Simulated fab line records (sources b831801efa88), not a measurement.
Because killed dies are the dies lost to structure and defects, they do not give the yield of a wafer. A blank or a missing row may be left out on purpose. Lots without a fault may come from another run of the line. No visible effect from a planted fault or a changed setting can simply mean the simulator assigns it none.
Lot-split experiment -- flow sky130 -- route with 708 steps; 5 lots, 23 wafers read

ON THE SPLIT
At SKY_FIELD_ISO_OXIDATION_01 (stabilise 600 s, purge 300 s, target thk 12 nm), the setting ox time s was moved away from the recipe's 1843 s on 20 of the 23 wafers read, by -11.3% to +10.4%. This setting was run at the recipe's value on the other wafers.

FROM THE SPLIT TO THE READING: what the file shows between them, 3 steps
- SKY_FIELD_ISO_DEVELOP_12: develop time 60 s (also split here: develop time s)
- SKY_FIELD_ISO_CD_MEAS_13: target cd 150 nm
- SKY_FIELD_ISO_STRIP_16: strips in O2/N2 (also split here: power w)

THE READING
SiO2_of_FIELD_ISO_OXIDATION_01.thk nm (the simulator's own value, which no gauge read), in nm, at SKY_FIELD_ISO_WET_ETCH_29 (etches Si3N4 in H3PO4, target depth 160 nm, time 1825 s). No usual value for it is given in the file. Across the 3 wafers here that went through the recipe, the average is 11.71 nm and the standard deviation 0.11 nm.

wafer,"tool, chamber at the split","ox time s as run, s",against the recipe,"SiO2_of_FIELD_ISO_OXIDATION_01.thk nm, nm",against lot-mates on the recipe
L075.1,"-, -",1634,-11.3%,10.35,no lot-mate on the recipe
L075.2,"-, -",1634,-11.3%,10.48,no lot-mate on the recipe
L075.3,"-, -",1634,-11.3%,10.38,no lot-mate on the recipe
L075.4,"-, -",1634,-11.3%,10.38,no lot-mate on the recipe
L075.6,"-, -",1634,-11.3%,10.37,no lot-mate on the recipe
L078.1,"-, -",2034,+10.4%,11.93,no lot-mate on the recipe
L078.3,"-, -",2034,+10.4%,11.87,no lot-mate on the recipe
L078.4,"-, -",2034,+10.4%,12,no lot-mate on the recipe
L078.5,"-, -",2034,+10.4%,11.97,no lot-mate on the recipe
L078.6,"-, -",2034,+10.4%,11.98,no lot-mate on the recipe
L079.1,"-, -",1932,+4.8%,11.83,no lot-mate on the recipe
L079.2,"-, -",1932,+4.8%,11.62,no lot-mate on the recipe
L079.3,"-, -",1932,+4.8%,11.63,no lot-mate on the recipe
L079.4,"-, -",1932,+4.8%,11.76,no lot-mate on the recipe
L079.5,"-, -",1932,+4.8%,11.69,no lot-mate on the recipe
L080.1,"furnace-01, 0",1843,recipe,11.56,-
L080.4,"furnace-01, 0",1843,recipe,11.79,-
L080.5,"furnace-01, 0",1843,recipe,11.79,-
L081.1,"-, -",1753,-4.9%,10.96,no lot-mate on the recipe
L081.2,"-, -",1753,-4.9%,10.8,no lot-mate on the recipe
L081.4,"-, -",1753,-4.9%,11.06,no lot-mate on the recipe
L081.5,"-, -",1753,-4.9%,10.82,no lot-mate on the recipe
L081.6,"-, -",1753,-4.9%,10.93,no lot-mate on the recipe

THE FIT
A straight line over all 23 wafers: SiO2_of_FIELD_ISO_OXIDATION_01.thk nm changes by +0.0738 nm for each +1% of ox time s; r = +0.95; the points scatter about the line by 0.19 nm.
Too few moved wafers have a lot-mate on the recipe to fit a line with each lot's own level taken away.

THE WHOLE CHAIN: every reading that the file lists as answering this split, in the file's order
step,what it does,reading,change (the file's fit),r (the file's)
SKY_FIELD_ISO_OXIDATION_01,"stabilise 600 s, purge 300 s, target thk 12 nm","SiO2_of_FIELD_ISO_OXIDATION_01.thk nm (the simulator's own value, which no gauge read)",+0.0715 nm for each +1% of the setting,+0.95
SKY_FIELD_ISO_WET_ETCH_29,"etches Si3N4 in H3PO4, target depth 160 nm, time 1825 s","SiO2_of_FIELD_ISO_OXIDATION_01.thk nm (the simulator's own value, which no gauge read)",+0.0739 nm for each +1% of the setting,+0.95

FILE'S OWN FIT
SiO2_of_FIELD_ISO_OXIDATION_01.thk nm changes by +0.0739 nm for each +1% of ox time s, r = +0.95.
